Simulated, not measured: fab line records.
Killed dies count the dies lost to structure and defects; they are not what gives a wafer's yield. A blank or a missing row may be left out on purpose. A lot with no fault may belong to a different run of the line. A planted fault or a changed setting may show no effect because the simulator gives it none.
fab line records	flow sky130
[record] lots = 24	wafers = 72	last_day = 50
route steps=708 shown METAL1@454 VIA1@481 METAL2@489 VIA2@528 METAL3@568 METAL4@599
lots untouched by any fault: they come from a run of this same line in which no faults occurred
start_h: start of the lot's first displayed wafer, in hours after the record's first day	wait_h: how many hours have passed since the lot's step before this one	" as in the row above	L1.1+2: a row that stands for several wafers	- no value, or no start given	* or withheld: withheld	< > ~ a bound
route shown NAME@n: NAME is a module with steps in the file, n the number in the route of the first one	usual: the fault-free wafers' mean and standard deviation	same: alike in all rows	chamber/n: place in a boat	sites: readings site by site	_std_site: their standard deviation	_edge_site: inner sites' mean taken away from outer sites' mean	radius_mm: how far each site lies from the wafer's centre	mask NAME#n: copy n	behind: tool/chamber where the wafer was last shaped	hold: reason for holding the lot/hours on hold/outcome of the hold	device: which transistor (n, p or np) failed to switch	end of line: tests of these same wafers at the route's end	step lacking rows: just its recipe	killed: at the first sort, the dies lost to defects and structure; wafer yield is something else	map: the dies of a wafer, with x for killed, . for not killed, _ for no die there
set.NAME: the setting that was run; set.NAME@STEP: the one run at that earlier step	model.NAME: the simulator's own value behind a step, which no gauge read
the route's steps for a sample of lots (tables are steps, rows are wafers)
services: a tool's chamber out of use, with start hour (start_h, from the record's first day; less than 0 if before it), hours out, and reason
[[steps]]
[step SKY_METAL1_STRIP_20]
[recipe] chemistry = O2/N2	power_w = 1400	pressure_mtorr = 1500	platen_temp_c = withheld	o2_flow_sccm = 3000	n2_flow_sccm = 300	overash_fraction = 0.5
[usual] drypump_motor_current_A = 5.74/0.13	n2_flow_sccm = 300.0/0.87	oes_product_au = 0.343/0.0047	strip_time_to_endpoint_s = 2.69/0.035
lot.wafer	tool	chamber	start_h	wait_h	drypump_motor_current_A	n2_flow_sccm	oes_product_au	rf_hours_counter_h	strip_time_to_endpoint_s
L074.1	plasma_asher-02	1	766.63	0.1	5.88	299.5	0.347	97	2.74
L074.2	"	0	"	"	5.54	301.3	0.335	97	2.64
L074.4	"	1	"	"	5.85	299.0	0.345	-	2.73
L075.2	plasma_asher-01	1	771.52	0.1	5.77	298.4	0.343	3	2.69
L075.3	"	0	"	"	5.83	300.6	0.341	-	2.72
L075.4	"	1	"	"	5.78	298.7	0.337	-	2.69
L076.1	plasma_asher-04	1	782.55	0.1	5.79	300.0	0.342	35	2.63
L076.2	"	0	"	"	5.68	301.2	0.344	35	2.69
L076.6	"	0	"	"	5.69	299.6	0.338	-	2.66
L077.1	plasma_asher-02	0	807.59	0.1	5.53	300.5	0.344	101	2.76
L077.3	"	1	"	"	5.91	300.8	0.337	-	2.68
L077.6	"	0	"	"	5.52	301.2	0.341	-	2.66
L078.1	plasma_asher-02	1	815.20	0.1	5.88	299.4	0.345	102	2.67
L078.5	"	1	"	"	5.90	299.0	0.339	-	2.65
L078.6	"	0	"	"	5.55	300.6	0.332	-	2.69
L079.3	plasma_asher-02	1	824.25	0.1	5.88	301.0	0.335	-	2.68
L079.5	"	0	"	"	5.53	299.4	0.341	-	2.65
L079.6	"	1	"	"	5.87	300.9	0.341	-	2.65
L081.2	plasma_asher-02	1	831.78	0.1	5.90	298.1	0.349	104	2.71
L081.4	"	1	"	"	5.87	298.6	0.341	-	2.69
L081.6	"	0	"	"	5.53	299.8	0.352	-	2.72
L080.4	plasma_asher-04	0	833.58	0.1	5.71	300.7	0.342	-	2.67
L080.5	"	0	"	"	5.71	300.2	0.356	-	2.69
L080.6	"	1	"	"	5.83	299.0	0.347	-	2.71
L082.4	plasma_asher-01	0	849.52	0.1	5.83	298.2	0.338	-	2.70
L082.5	"	0	"	"	5.83	298.7	0.352	-	2.70
L082.6	"	1	"	"	5.77	299.6	0.343	-	2.66
L084.1	plasma_asher-02	1	852.60	0.1	5.89	300.2	0.338	106	2.67
L084.4	"	1	"	"	5.89	299.1	0.337	-	2.67
L084.6	"	0	"	"	5.54	300.3	0.339	-	2.66
L083.1	plasma_asher-02	0	855.74	0.1	5.52	298.9	0.334	106	2.69
L083.2	"	1	"	"	5.90	300.5	0.344	106	2.71
L083.5	"	0	"	"	5.54	301.1	0.340	-	2.68
L085.3	plasma_asher-04	1	859.16	0.1	5.78	300.6	0.339	-	2.61
L085.4	"	0	"	"	5.73	299.4	0.348	-	2.66
L085.6	"	0	"	"	5.70	299.6	0.345	-	2.61
L086.3	plasma_asher-01	1	864.76	0.1	5.77	299.7	0.342	-	2.65
L086.5	"	1	"	"	5.76	299.6	0.346	-	2.67
L086.6	"	0	"	"	5.82	300.7	0.337	-	2.61
L087.2	plasma_asher-04	1	885.25	0.1	5.80	300.2	0.339	45	2.71
L087.3	"	0	"	"	5.67	299.5	0.343	-	2.66
L087.6	"	0	"	"	5.72	299.2	0.348	-	2.64
L088.1	plasma_asher-02	0	887.03	0.1	5.56	300.5	0.345	109	2.69
L088.2	"	1	"	"	5.93	300.6	0.346	109	2.75
L088.4	"	0	"	"	5.54	300.8	0.334	-	2.69
L089.1	plasma_asher-02	0	891.83	0.1	5.51	300.1	0.350	110	2.68
L089.2	"	1	"	"	5.85	300.0	0.341	110	2.60
L089.5	"	1	"	"	5.90	299.9	0.339	-	2.65
L090.2	plasma_asher-02	1	896.89	0.1	5.88	300.7	0.345	110	2.78
L090.4	"	1	"	"	5.88	299.1	0.345	-	2.72
L090.5	"	1	"	"	5.87	300.5	0.337	-	2.75
L091.1	plasma_asher-04	0	898.04	0.1	5.75	297.5	0.346	46	2.73
L091.4	"	0	"	"	5.72	300.1	0.345	-	2.76
L091.5	"	0	"	"	5.71	299.9	0.351	-	2.71
L092.1	plasma_asher-01	0	901.69	0.1	5.81	301.2	0.344	15	2.72
L092.3	"	0	"	"	5.81	300.9	0.352	-	2.71
L092.4	"	1	"	"	5.76	300.8	0.340	-	2.66
L093.1	plasma_asher-01	0	914.19	0.1	5.84	299.8	0.340	16	2.67
L093.2	"	1	"	"	5.75	299.9	0.339	16	2.72
L093.6	"	0	"	"	5.81	299.2	0.350	-	2.64
L094.1	plasma_asher-02	1	920.28	0.1	5.87	300.0	0.338	113	2.71
L094.5	"	0	"	"	5.53	299.8	0.339	-	2.67
L094.6	"	1	"	"	5.89	300.4	0.348	-	2.71
L095.1	plasma_asher-02	1	933.38	0.1	5.88	299.8	0.341	114	2.69
L095.3	"	0	"	"	5.53	300.3	0.354	-	2.71
L095.6	"	1	"	"	5.85	299.1	0.343	-	2.71
L096.1	plasma_asher-04	0	934.21	0.1	5.71	299.7	0.345	50	2.66
L096.5	"	1	"	"	5.80	301.2	0.341	-	2.65
L096.6	"	0	"	"	5.69	300.8	0.343	-	2.67
L097.2	plasma_asher-01	1	935.63	0.1	5.79	300.2	0.347	19	2.66
L097.5	"	1	"	"	5.79	301.5	0.344	-	2.69
L097.6	"	0	"	"	5.82	299.7	0.333	-	2.66
[step SKY_VIA1_THK_MEAS_23]
[recipe] thk_meas_gauge = xrf	reads = W_of_VIA1_CVD_21
[usual] VIA1_W_THK = 269/3.4
lot.wafer	tool	chamber	start_h	wait_h	VIA1_W_THK[nm]
L074.1	film_metro-03	-	795.28	0.1	273
L074.2	"	-	"	"	268
L074.4	"	-	"	"	270
L075.2	film_metro-03	-	800.44	0.1	268
L075.3	"	-	"	"	268
L075.4	"	-	"	"	267
L076.1	film_metro-03	-	811.23	0.1	269
L076.2	"	-	"	"	266
L076.6	"	-	"	"	270
L077.1	film_metro-04	-	836.34	0.1	272
L077.3	"	-	"	"	276
L077.6	"	-	"	"	273
L078.1	film_metro-02	-	843.07	0.1	268
L078.5	"	-	"	"	268
L078.6	"	-	"	"	265
L079.3	film_metro-02	-	852.76	0.1	270
L079.5	"	-	"	"	268
L079.6	"	-	"	"	273
L081.2	film_metro-03	-	859.80	0.1	269
L081.4	"	-	"	"	271
L081.6	"	-	"	"	270
L080.4	film_metro-03	-	861.50	0.1	270
L080.5	"	-	"	"	273
L080.6	"	-	"	"	267
L082.4	film_metro-03	-	878.09	0.1	265
L082.5	"	-	"	"	268
L082.6	"	-	"	"	267
L084.1	film_metro-03	-	880.87	0.1	266
L084.4	"	-	"	"	269
L084.6	"	-	"	"	267
L083.1	film_metro-02	-	883.52	0.1	271
L083.2	"	-	"	"	269
L083.5	"	-	"	"	267
L085.3	film_metro-02	-	887.47	0.1	266
L085.4	"	-	"	"	268
L085.6	"	-	"	"	270
L086.3	film_metro-03	-	893.27	0.1	273
L086.5	"	-	"	"	268
L086.6	"	-	"	"	269
L087.2	film_metro-02	-	913.13	0.1	273
L087.3	"	-	"	"	267
L087.6	"	-	"	"	268
L088.1	film_metro-03	-	914.70	0.1	272
L088.2	"	-	"	"	273
L088.4	"	-	"	"	270
L089.1	film_metro-04	-	919.47	0.1	267
L089.2	"	-	"	"	273
L089.5	"	-	"	"	271
L090.2	film_metro-02	-	924.11	0.1	269
L090.4	"	-	"	"	268
L090.5	"	-	"	"	271
L091.1	film_metro-02	-	925.75	0.1	269
L091.4	"	-	"	"	271
L091.5	"	-	"	"	275
L092.1	film_metro-02	-	927.97	0.1	265
L092.3	"	-	"	"	265
L092.4	"	-	"	"	269
L093.1	film_metro-04	-	941.12	0.1	269
L093.2	"	-	"	"	267
L093.6	"	-	"	"	268
L094.1	film_metro-02	-	947.49	0.1	263
L094.5	"	-	"	"	268
L094.6	"	-	"	"	265
L095.1	film_metro-02	-	959.24	0.1	269
L095.3	"	-	"	"	275
L095.6	"	-	"	"	270
L096.1	film_metro-04	-	960.79	0.1	271
L096.5	"	-	"	"	271
L096.6	"	-	"	"	267
L097.2	film_metro-04	-	961.87	0.1	269
L097.5	"	-	"	"	267
L097.6	"	-	"	"	269
[step SKY_METAL2_THK_MEAS_06]
[recipe] thk_meas_gauge = xrf	reads = AlCu_of_METAL2_SPUTTER_02
[usual] METAL2_ALCU_THK = 252.1/2.3
lot.wafer	tool	chamber	start_h	wait_h	METAL2_ALCU_THK[nm]
L074.1	film_metro-03	-	795.90	0.1	251.9
L074.2	"	-	"	"	250.9
L074.4	"	-	"	"	251.5
L075.2	film_metro-04	-	801.06	0.1	253.3
L075.3	"	-	"	"	251.9
L075.4	"	-	"	"	250.8
L076.1	film_metro-03	-	811.85	0.1	251.9
L076.2	"	-	"	"	251.1
L076.6	"	-	"	"	250.8
L077.1	film_metro-01	-	836.96	0.1	250.3
L077.3	"	-	"	"	249.7
L077.6	"	-	"	"	247.5
L078.1	film_metro-03	-	843.69	0.1	250.6
L078.5	"	-	"	"	249.6
L078.6	"	-	"	"	253.6
L079.3	film_metro-03	-	853.38	0.1	249.7
L079.5	"	-	"	"	253.0
L079.6	"	-	"	"	251.0
L081.2	film_metro-01	-	860.42	0.1	251.9
L081.4	"	-	"	"	254.1
L081.6	"	-	"	"	250.9
L080.4	film_metro-04	-	862.12	0.1	251.7
L080.5	"	-	"	"	252.2
L080.6	"	-	"	"	251.2
L082.4	film_metro-03	-	878.71	0.1	253.7
L082.5	"	-	"	"	254.0
L082.6	"	-	"	"	251.0
L084.1	film_metro-01	-	881.49	0.1	252.2
L084.4	"	-	"	"	250.1
L084.6	"	-	"	"	250.7
L083.1	film_metro-01	-	884.14	0.1	258.4
L083.2	"	-	"	"	255.1
L083.5	"	-	"	"	257.1
L085.3	film_metro-01	-	888.09	0.1	257.0
L085.4	"	-	"	"	255.7
L085.6	"	-	"	"	256.1
L086.3	film_metro-04	-	893.89	0.1	250.0
L086.5	"	-	"	"	248.1
L086.6	"	-	"	"	250.2
L087.2	film_metro-03	-	913.75	0.1	251.7
L087.3	"	-	"	"	251.5
L087.6	"	-	"	"	249.8
L088.1	film_metro-04	-	915.34	0.1	249.3
L088.2	"	-	"	"	249.7
L088.4	"	-	"	"	251.9
L089.1	film_metro-04	-	920.09	0.1	253.1
L089.2	"	-	"	"	254.1
L089.5	"	-	"	"	252.8
L090.2	film_metro-01	-	924.73	0.1	257.1
L090.4	"	-	"	"	251.9
L090.5	"	-	"	"	251.7
L091.1	film_metro-03	-	926.37	0.1	252.1
L091.4	"	-	"	"	250.8
L091.5	"	-	"	"	252.6
L092.1	film_metro-03	-	928.59	0.1	246.5
L092.3	"	-	"	"	254.5
L092.4	"	-	"	"	249.5
L093.1	film_metro-04	-	942.02	0.1	254.8
L093.2	"	-	"	"	256.7
L093.6	"	-	"	"	253.0
L094.1	film_metro-04	-	948.11	0.1	254.5
L094.5	"	-	"	"	255.0
L094.6	"	-	"	"	255.9
L095.1	film_metro-04	-	959.86	0.1	251.2
L095.3	"	-	"	"	248.0
L095.6	"	-	"	"	248.9
L096.1	film_metro-01	-	961.41	0.1	251.7
L096.5	"	-	"	"	248.9
L096.6	"	-	"	"	252.7
L097.2	film_metro-04	-	962.49	0.1	252.4
L097.5	"	-	"	"	252.6
L097.6	"	-	"	"	254.2
[step SKY_VIA2_CVD_21]
[recipe] material = W	target_thk_nm = 420	time_s = 126.4	temp_c = 400	pressure_torr = 40
[usual] heater_power_w = 901/27
lot.wafer	tool	chamber	start_h	wait_h	heater_power_w
L074.1	cvd_w-01	1	850.67	0.0	885
L074.2	"	0	"	"	979
L074.4	"	1	"	"	867
L075.2	cvd_w-01	1	855.60	0.0	884
L075.3	"	1	"	"	880
L075.4	"	0	"	"	960
L076.1	cvd_w-02	1	865.67	0.0	918
L076.2	"	0	"	"	878
L076.6	"	1	"	"	909
L077.1	cvd_w-01	1	891.82	0.0	880
L077.3	"	1	"	"	878
L077.6	"	0	"	"	956
L078.1	cvd_w-02	1	898.32	0.0	907
L078.5	"	1	"	"	902
L078.6	"	0	"	"	914
L079.3	cvd_w-02	0	907.59	0.1	857
L079.5	"	0	"	"	883
L079.6	"	1	"	"	925
L081.2	cvd_w-02	1	914.17	0.0	903
L081.4	"	1	"	"	900
L081.6	"	1	"	"	886
L080.4	cvd_w-02	0	916.54	0.2	890
L080.5	"	0	"	"	864
L080.6	"	0	"	"	877
L082.4	cvd_w-02	0	932.03	0.1	878
L082.5	"	1	"	"	900
L082.6	"	0	"	"	895
L084.1	cvd_w-01	0	934.80	0.0	890
L084.4	"	0	"	"	898
L084.6	"	1	"	"	866
L083.1	cvd_w-01	1	936.57	0.0	875
L083.2	"	0	"	"	906
L083.5	"	0	"	"	893
L085.3	cvd_w-02	1	940.89	0.1	931
L085.4	"	0	"	"	890
L085.6	"	0	"	"	857
L086.3	cvd_w-01	1	945.96	0.1	879
L086.5	"	0	"	"	906
L086.6	"	1	"	"	895
L087.2	cvd_w-01	0	965.26	0.0	907
L087.3	"	1	"	"	895
L087.6	"	0	"	"	896
L088.1	cvd_w-02	1	966.98	0.0	902
L088.2	"	0	"	"	871
L088.4	"	1	"	"	903
L089.1	cvd_w-02	1	971.45	0.0	938
L089.2	"	0	"	"	881
L089.5	"	0	"	"	901
L090.2	cvd_w-01	0	974.35	0.0	908
L090.4	"	1	"	"	878
L090.5	"	1	"	"	883
L091.1	cvd_w-02	0	977.48	0.0	872
L091.4	"	1	"	"	917
L091.5	"	1	"	"	916
L092.1	cvd_w-02	1	979.15	0.0	915
L092.3	"	0	"	"	870
L092.4	"	1	"	"	909
L093.1	cvd_w-02	1	991.23	0.0	941
L093.2	"	0	"	"	875
L093.6	"	0	"	"	879
L094.1	cvd_w-02	1	997.29	0.0	941
L094.5	"	1	"	"	926
L094.6	"	0	"	"	904
L095.1	cvd_w-01	0	1008.88	0.0	910
L095.3	"	1	"	"	891
L095.6	"	1	"	"	886
L096.1	cvd_w-02	1	1009.58	0.0	937
L096.5	"	0	"	"	882
L096.6	"	1	"	"	910
L097.2	cvd_w-01	1	1010.91	0.0	881
L097.5	"	1	"	"	897
L097.6	"	0	"	"	926
[step SKY_METAL3_METAL_ETCH_18]
[recipe] target_depth_a = 8450	stop_on = SiO2	over_etch_frac = 0.3	time_s = 183.1	chemistry = Cl2/BCl3	resist_sidewall_deg = 88	pressure_mtorr = 10	icp_w = 900	bias_w = 48.5	Cl2_flow_sccm = 60	bcl3_flow_sccm = 30
[usual] drypump_motor_current_A = 5.7/0.65	oes_product_au = 0.864/0.0061	throttle_valve_pct = 22.263/0.0092
[same] over_etch_frac = 0.3
lot.wafer	tool	chamber	start_h	wait_h	drypump_motor_current_A	oes_product_au	rf_hours_counter_h	throttle_valve_pct
L074.1	rie_metal-02	0	904.06	0.0	6.8	0.873	13	22.257
L074.2	"	1	"	"	5.1	0.865	1	22.265
L074.4	"	0	"	"	6.7	0.865	-	22.262
L075.2	rie_metal-04	1	908.51	0.0	5.0	0.857	17	22.261
L075.3	"	1	"	"	5.1	0.866	-	22.257
L075.4	"	0	"	"	5.7	0.865	-	22.260
L076.1	rie_metal-04	0	919.29	0.0	5.7	0.859	12	22.265
L076.2	"	0	"	"	5.8	0.861	-	22.298
L076.6	"	0	"	"	5.7	0.854	-	22.250
L077.1	rie_metal-03	0	943.69	0.0	6.1	0.879	3	22.269
L077.3	"	0	"	"	6.1	0.857	-	22.257
L077.6	"	0	"	"	6.1	0.862	-	22.268
L078.1	rie_metal-03	1	949.96	0.0	5.2	0.858	7	22.262
L078.5	"	1	"	"	5.2	0.873	-	22.261
L078.6	"	0	"	"	6.1	0.854	-	22.259
L079.3	rie_metal-02	1	958.16	0.1	5.1	0.858	-	22.268
L079.5	"	0	"	"	6.7	0.862	-	22.248
L079.6	"	1	"	"	5.1	0.865	-	22.265
L081.2	rie_metal-03	1	964.69	0.0	5.1	0.868	8	22.265
L081.4	"	0	"	"	6.1	0.861	-	22.259
L081.6	"	0	"	"	6.1	0.865	-	22.242
L080.4	rie_metal-03	1	967.31	0.1	5.2	0.856	-	22.275
L080.5	"	0	"	"	6.1	0.864	-	22.266
L080.6	"	1	"	"	5.2	0.860	-	22.265
L082.4	rie_metal-02	0	982.37	0.1	6.8	0.855	-	22.268
L082.5	"	1	"	"	5.0	0.860	-	22.273
L082.6	"	0	"	"	6.8	0.858	-	22.270
L084.1	rie_metal-03	1	984.14	0.0	5.2	0.866	9	22.263
L084.4	"	0	"	"	6.1	0.863	-	22.283
L084.6	"	1	"	"	5.2	0.870	-	22.258
L083.1	rie_metal-02	0	986.44	0.0	6.8	0.864	17	22.265
L083.2	"	1	"	"	5.1	0.868	5	22.259
L083.5	"	0	"	"	6.8	0.867	-	22.250
L085.3	rie_metal-02	0	989.45	0.1	6.8	0.864	-	22.262
L085.4	"	1	"	"	5.1	0.876	-	22.258
L085.6	"	0	"	"	6.8	0.866	-	22.259
L086.3	rie_metal-04	1	995.30	0.1	5.0	0.867	-	22.262
L086.5	"	0	"	"	5.7	0.862	-	22.248
L086.6	"	1	"	"	5.0	0.861	-	22.251
L087.2	rie_metal-02	0	1012.16	0.0	6.7	0.877	19	22.271
L087.3	"	1	"	"	5.1	0.866	-	22.264
L087.6	"	0	"	"	6.7	0.874	-	22.266
L088.1	rie_metal-04	0	1015.64	0.0	5.7	0.861	18	22.269
L088.2	"	0	"	"	5.8	0.865	-	22.265
L088.4	"	0	"	"	5.7	0.866	-	22.261
L089.1	rie_metal-03	1	1019.56	0.0	5.1	0.877	11	22.261
L089.2	"	0	"	"	6.0	0.868	7	22.267
L089.5	"	0	"	"	6.1	0.866	-	22.262
L090.2	rie_metal-03	0	1022.19	0.0	6.1	0.859	7	22.268
L090.4	"	0	"	"	6.0	0.850	-	22.278
L090.5	"	1	"	"	5.2	0.867	-	22.254
L091.1	rie_metal-04	0	1025.50	0.0	5.7	0.861	19	22.265
L091.4	"	1	"	"	5.1	0.869	-	22.251
L091.5	"	1	"	"	5.0	0.856	-	22.260
L092.1	rie_metal-02	0	1027.49	0.0	6.8	0.865	20	22.273
L092.3	"	1	"	"	5.1	0.859	-	22.265
L092.4	"	0	"	"	6.8	0.869	-	22.250
L093.1	rie_metal-02	1	1038.05	0.0	5.1	0.868	8	22.259
L093.2	"	0	"	"	6.7	0.871	20	22.275
L093.6	"	1	"	"	5.1	0.863	-	22.267
L094.1	rie_metal-04	0	1044.05	0.0	5.7	0.867	20	22.283
L094.5	"	0	"	"	5.8	0.870	-	22.279
L094.6	"	1	"	"	5.1	0.869	-	22.252
L095.1	rie_metal-02	0	1055.64	0.0	6.8	0.857	21	22.246
L095.3	"	1	"	"	5.1	0.857	-	22.256
L095.6	"	1	"	"	5.1	0.861	-	22.263
L096.1	rie_metal-02	1	1057.39	0.0	5.1	0.859	9	22.253
L096.5	"	1	"	"	5.1	0.865	-	22.261
L096.6	"	0	"	"	6.7	0.865	-	22.271
L097.2	rie_metal-04	1	1057.74	0.0	5.1	0.876	6	22.249
L097.5	"	1	"	"	5.0	0.877	-	22.260
L097.6	"	0	"	"	5.7	0.864	-	22.263
[step SKY_METAL4_SPUTTER_01]
[recipe] material = TiN	target_thk_nm = 20	power_w = 6500	time_s = 15.92	chamber_pressure_pa = 0.4
[usual] throttle_valve_pct = 30.3/0.87
lot.wafer	tool	chamber	start_h	wait_h	throttle_valve_pct
L074.1	pvd_sputter-02	-	932.07	0.0	30.4
L074.2	"	-	"	"	30.1
L074.4	"	-	"	"	28.6
L075.2	pvd_sputter-02	-	936.47	0.0	31.2
L075.3	"	-	"	"	28.6
L075.4	"	-	"	"	30.5
L076.1	pvd_sputter-03	-	947.53	0.0	31.4
L076.2	"	-	"	"	31.5
L076.6	"	-	"	"	31.1
L077.1	pvd_sputter-04	-	971.13	0.0	30.0
L077.3	"	-	"	"	31.2
L077.6	"	-	"	"	30.0
L078.1	pvd_sputter-03	-	977.45	0.0	29.9
L078.5	"	-	"	"	30.9
L078.6	"	-	"	"	31.3
L079.3	pvd_sputter-04	-	984.75	0.0	30.0
L079.5	"	-	"	"	29.8
L079.6	"	-	"	"	29.8
L081.2	pvd_sputter-02	-	990.48	0.0	29.7
L081.4	"	-	"	"	30.3
L081.6	"	-	"	"	30.0
L080.4	pvd_sputter-02	-	993.61	0.0	31.0
L080.5	"	-	"	"	29.0
L080.6	"	-	"	"	30.4
L082.4	pvd_sputter-02	-	1008.34	0.0	28.6
L082.5	"	-	"	"	30.4
L082.6	"	-	"	"	31.4
L084.1	pvd_sputter-03	-	1010.52	0.0	31.4
L084.4	"	-	"	"	30.8
L084.6	"	-	"	"	31.5
L083.1	pvd_sputter-02	-	1012.74	0.0	30.0
L083.2	"	-	"	"	28.6
L083.5	"	-	"	"	29.7
L085.3	pvd_sputter-02	-	1015.05	0.0	29.7
L085.4	"	-	"	"	28.6
L085.6	"	-	"	"	30.0
L086.3	pvd_sputter-03	-	1021.91	0.0	29.9
L086.5	"	-	"	"	29.8
L086.6	"	-	"	"	30.5
L087.2	pvd_sputter-02	-	1038.38	0.0	30.3
L087.3	"	-	"	"	31.1
L087.6	"	-	"	"	30.0
L088.1	pvd_sputter-02	-	1041.02	0.0	29.7
L088.2	"	-	"	"	30.4
L088.4	"	-	"	"	28.5
L089.1	pvd_sputter-03	-	1044.83	0.0	30.0
L089.2	"	-	"	"	31.3
L089.5	"	-	"	"	30.5
L090.2	pvd_sputter-02	-	1047.72	0.0	28.6
L090.4	"	-	"	"	30.9
L090.5	"	-	"	"	28.6
L091.1	pvd_sputter-02	-	1050.85	0.0	31.0
L091.4	"	-	"	"	30.2
L091.5	"	-	"	"	28.8
L092.1	pvd_sputter-03	-	1053.85	0.0	31.3
L092.3	"	-	"	"	30.9
L092.4	"	-	"	"	29.7
L093.1	pvd_sputter-03	-	1062.12	0.0	29.9
L093.2	"	-	"	"	30.8
L093.6	"	-	"	"	31.1
L094.1	pvd_sputter-02	-	1068.64	0.0	28.7
L094.5	"	-	"	"	28.7
L094.6	"	-	"	"	30.5
L095.1	pvd_sputter-04	-	1079.84	0.0	29.5
L095.3	"	-	"	"	30.2
L095.6	"	-	"	"	31.1
L096.1	pvd_sputter-02	-	1081.33	0.0	31.0
L096.5	"	-	"	"	31.0
L096.6	"	-	"	"	29.9
L097.2	pvd_sputter-02	-	1081.87	0.0	28.6
L097.5	"	-	"	"	29.9
L097.6	"	-	"	"	30.9
[[services]]
tool	chamber	start_h	hours	kind
rie_metal-02	0	752.32	29.4	repair
rie_metal-03	-	758.54	44.9	repair
pvd_sputter-03	-	781.45	1.9	repair
rie_metal-02	-	808.40	2.8	pm
pvd_sputter-03	-	808.71	5.2	repair
rie_metal-04	0	821.17	6.3	repair
plasma_asher-01	-	829.12	1.9	repair
pvd_sputter-03	-	841.87	4.8	repair
plasma_asher-01	-	855.66	4.5	repair
cvd_w-02	-	881.87	6.0	pm
rie_metal-04	-	887.94	1.4	pm
plasma_asher-01	-	888.58	2.8	pm
cvd_w-01	-	904.00	14.0	pm
pvd_sputter-04	-	943.85	4.6	repair
plasma_asher-02	-	950.47	0.4	repair
cvd_w-01	-	952.58	1.5	repair
pvd_sputter-04	-	964.83	0.5	repair
rie_metal-04	0	978.12	3.9	repair
pvd_sputter-02	1	990.61	-	consumable_replace:kit
rie_metal-04	1	1013.16	6.1	repair
cvd_w-01	1	1035.79	11.0	repair
plasma_asher-02	-	1049.16	5.8	repair
cvd_w-02	-	1054.81	3.5	repair
plasma_asher-02	-	1055.33	9.0	pm
[[key]]
fault none
